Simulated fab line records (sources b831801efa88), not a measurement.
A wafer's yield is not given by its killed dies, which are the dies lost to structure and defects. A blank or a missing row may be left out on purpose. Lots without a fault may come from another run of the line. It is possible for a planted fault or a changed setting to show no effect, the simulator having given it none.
A lot that was struck, set against a sound lot ; flow sky130 ; 17 out of 708 route steps
Sound: the wafers L454.1, L454.2, L454.3. Struck: wafers L470.3, L470.6 (left out: L470.5, a lot-mate that was not struck); the cause follows at the end.
At each step with rows: each side's tool, then ch and its chambers, then its first start. Under that, the readings that differ: sound wafers ; struck wafers ; difference of the means ; sigmas: that difference in standard deviations of wafers without a fault.
alike: same words and numbers on both sides, and readings whose means sit less than 2 such deviations apart. not compared: any withheld reading, any reading some wafer has no value for, any bound like >300 that may hide the same value, and any number with overlapping values for which the record gives no deviation.
Wherever a step has rows on one side only, a row that says differs or no value, or a row with sigmas, the two part there. Numbers that don't overlap but have no deviation are shown without sigmas and don't part them. A reading missing from all wafers of one side parts the sides only when that side holds two or more wafers.

first, 3 steps without rows for these wafers: SKY_VIA1_EXPOSE_09 (exposes mask VIM, target cd 150 nm); SKY_VIA1_PEB_10; SKY_VIA1_DEVELOP_11 (develop time 60 s).
SKY_VIA1_CD_MEAS_12: the cd target is 150 nm.
  sound on cd sem-01 at day 33 07:35; struck on cd sem-02 at day 39 03:46
  alike: cd nm
SKY_VIA1_OVL_MEAS_13:
  sound on overlay-01 at day 33 07:42; struck on overlay-02 at day 39 03:52
  alike: VIA1_OVL
SKY_VIA1_ETCH_14: etches BARC in N2/H2, stops on SiO2, time 45.9 s, target depth 60 nm.
  sound on rie diel-04 ch 0,2,3, day 33 07:44; struck on rie diel-04 ch 1, day 39 03:53
  alike: chamber pressure mTorr, drypump motor current A, h2 flow sccm, oes product au, throttle valve pct
  not compared: rf hours counter h
SKY_VIA1_ETCH_15: etches SiO2 in C4F8/O2/Ar, stops on TiN, target depth 351 nm, time 54 s.
  sound on rie diel-04 ch 0,2,3, day 33 07:47; struck on rie diel-04 ch 1, day 39 03:56
  alike: chamber pressure mTorr, oes product au
  not compared: rf hours counter h
SKY_VIA1_STRIP_16: strips in O2/N2.
  sound on plasma asher-04 ch 0,1, day 33 07:50; struck on plasma asher-02 ch 0, day 39 04:01
  alike: chamber pressure mTorr, drypump motor current A, o2 flow sccm, oes product au, strip time to endpoint s
  not compared: rf hours counter h
then, 3 steps without rows for these wafers: SKY_VIA1_STRIP_17 (strips in post etch residue remover, time 1200 s); SKY_VIA1_CLEAN_18 (cleans in IPA, time 180 s); SKY_VIA1_CLEAN_19 (cleans in O3/DIW).
SKY_VIA1_SPUTTER_20: material TiN, target thk 20 nm, time 80 s.
  sound on pvd sputter-04 at day 33 08:25; struck on pvd sputter-04 at day 39 04:34
  alike: throttle valve pct
SKY_VIA1_CVD_21: deposits W, target thk 270 nm, time 80.902 s.
  sound on cvd w-01 ch 0,1, day 33 08:29; struck on cvd w-01 ch 0, day 39 04:40
reading;sound;struck;difference;sigmas
chamber pressure Torr (Torr);39.91 39.95 39.96;47.70 47.63;+7.73;+99 or more
model.W_of_VIA1_CVD_21.thk nm (nm);264.6 264.1 265.7;294.7 296.6;+30.8;
  alike: heater power w
  not compared: since wet clean h
SKY_VIA1_RS_MEAS_22: the measuring method here is four-point-probe.
  sound on film metro-01 at day 33 08:34; struck on film metro-03 at day 39 04:46
reading;sound;struck;difference;sigmas
VIA1_W_RS (ohm/sq);0.436 0.436 0.433;0.390 0.388;-0.046;-10
SKY_VIA1_THK_MEAS_23: measures by xrf.
  sound on film metro-01 at day 33 08:41; struck on film metro-03 at day 39 04:52
reading;sound;struck;difference;sigmas
VIA1_W_THK (nm);259.1 258.6 260.0;290.1 291.0;+31.3;+11
SKY_VIA1_CMP_24: polishes, stops on SiO2, t overpolish 15 s, target thk 0 nm.
  sound on cmp-02 ch 0,2,3, day 33 08:48; struck on cmp-01 ch 0,2, day 39 05:00
  alike: motor current A, platen rpm
after that, 1 step had no rows for these wafers: SKY_PAD_OPEN_PROBE_99.

== WHERE THEY PART ==
Last at SKY_VIA1_THK_MEAS_23 as far as this record goes, first at SKY_VIA1_CVD_21. Later steps at which nothing parts them and some readings are alike: SKY_VIA1_CMP_24.

WHY: what the simulator had put in
cvd w-01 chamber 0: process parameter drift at SKY_VIA1_CVD_21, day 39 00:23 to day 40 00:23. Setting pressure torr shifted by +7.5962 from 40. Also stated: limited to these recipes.
